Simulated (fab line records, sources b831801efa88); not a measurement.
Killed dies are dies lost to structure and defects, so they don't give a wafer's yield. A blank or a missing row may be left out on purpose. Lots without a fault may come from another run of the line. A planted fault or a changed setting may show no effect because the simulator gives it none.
Problem report in the 8D (eight disciplines) form, filled by code | flow gf180mcu | the parts of the form that need people (team, actions taken, sign-off) are left out

1. THE PROBLEM
SALICIDE_TIN_THK at GF_SALICIDE_THK_MEAS_05 reads a mean of 26.5 nm on 1 wafer of 1 lot; wafers without a fault read 20.1 nm with a standard deviation of 0.34. That is +19 standard deviations from the usual mean.
The step: measures by xrf.
First seen on wafer L496.3, day 19 15:02, on film_metro-04. The record holds 36 wafers of 12 lots with a number at this step. Rule for "out", or "out of limits": more than 4 standard deviations from the usual mean. The other wafers with a number count as sound.

2. WHAT IT IS AND WHAT IT IS NOT
question                    | is                | is not
which readings at this step | SALICIDE_TIN_THK  | -
which lots                  | L496              | L484, L486, L487, L497, L498, L499, L501, L503, L504, L505, L506
which wafers of those lots  | L496.3            | L496.2, L496.5
read on which gauges        | film_metro-04     | film_metro-02, film_metro-03
when                        | from day 19 15:02 | up to then (11 sound wafers); but 24 sound wafers of L497, L498, L499, L501, L503, L504, L505, L506 came after

3. SUSPECTS, AND WHAT RULES EACH OUT
Counting: a tool at a process step up to the reading stays a suspect if it ran every lot that is out. Sound lots after the first of them don't rule it out here, since some wafers of a struck lot are sound.
- the gauge at GF_SALICIDE_THK_MEAS_05: ruled out. All the wafers that are out were read on film_metro-04, but those of them that GF_SALICIDE_SPUTTER_03 has rows for are out there too, on other tools.
- plasma_asher-01 at GF_PSD_STRIP_10 (strips in O2/N2): kept. It ran the lot that is out, L496 (day 18 07:43).
- pvd_sputter-04 at GF_SALICIDE_SPUTTER_03 (material TiN, target thk 20 nm, time 16.7 s): kept. It ran the lot that is out, L496 (day 19 08:12); its last sound lot up to then is L487 (day 16 08:47). Its own readings are out on those wafers: cathode_dc_power_W.
Left after counting: plasma_asher-01 at GF_PSD_STRIP_10, pvd_sputter-04 at GF_SALICIDE_SPUTTER_03.

4. THE CAUSE (what the simulator had put in)
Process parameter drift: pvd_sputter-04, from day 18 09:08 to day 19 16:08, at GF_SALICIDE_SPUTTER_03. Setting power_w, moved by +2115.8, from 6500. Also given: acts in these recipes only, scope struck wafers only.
Counting left 2 suspects, and this tool is among them.

5. THE CHAIN OF EFFECTS, in route order
Each row: a reading whose mean over the struck wafers that have a number lies more than 3 standard deviations from the usual. Only readings for which the record gives a usual standard deviation are gone through. hours: the time from each lot's start at the first step in this table that gives one to its start at this step, as a median over the lots. sigmas: the change in usual standard deviations.
hours | step                    | reading            | usual       | on struck wafers | change  | sigmas
0     | GF_SALICIDE_SPUTTER_03  | cathode_dc_power_W | 6500.1 W    | 8614.3           | +2114.2 | +99 or more
0     | GF_SALICIDE_RS_MEAS_04  | SALICIDE_TIN_RS    | 16.5 ohm/sq | 15.1             | -1.4    | -3.9
7     | GF_SALICIDE_THK_MEAS_05 | SALICIDE_TIN_THK   | 20.1 nm     | 26.5             | +6.4    | +19
The process steps in it:
- GF_SALICIDE_SPUTTER_03: material TiN, target thk 20 nm, time 16.7 s.

6. WHAT WOULD HAVE CAUGHT IT SOONER
In this record the first reading out of limits at a measuring or inspecting step was taken at day 19 15:02, 30 hours after the fault began at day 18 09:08.
The tool's own readings at GF_SALICIDE_SPUTTER_03 were out on every struck wafer that the step has a row for (cathode_dc_power_W): an alarm limit on them would have fired on the first of those.
All the lots that are out (1) had begun GF_SALICIDE_SPUTTER_03 on pvd_sputter-04 by day 19 15:02. A hold on the tool at that time would have spared none of them.
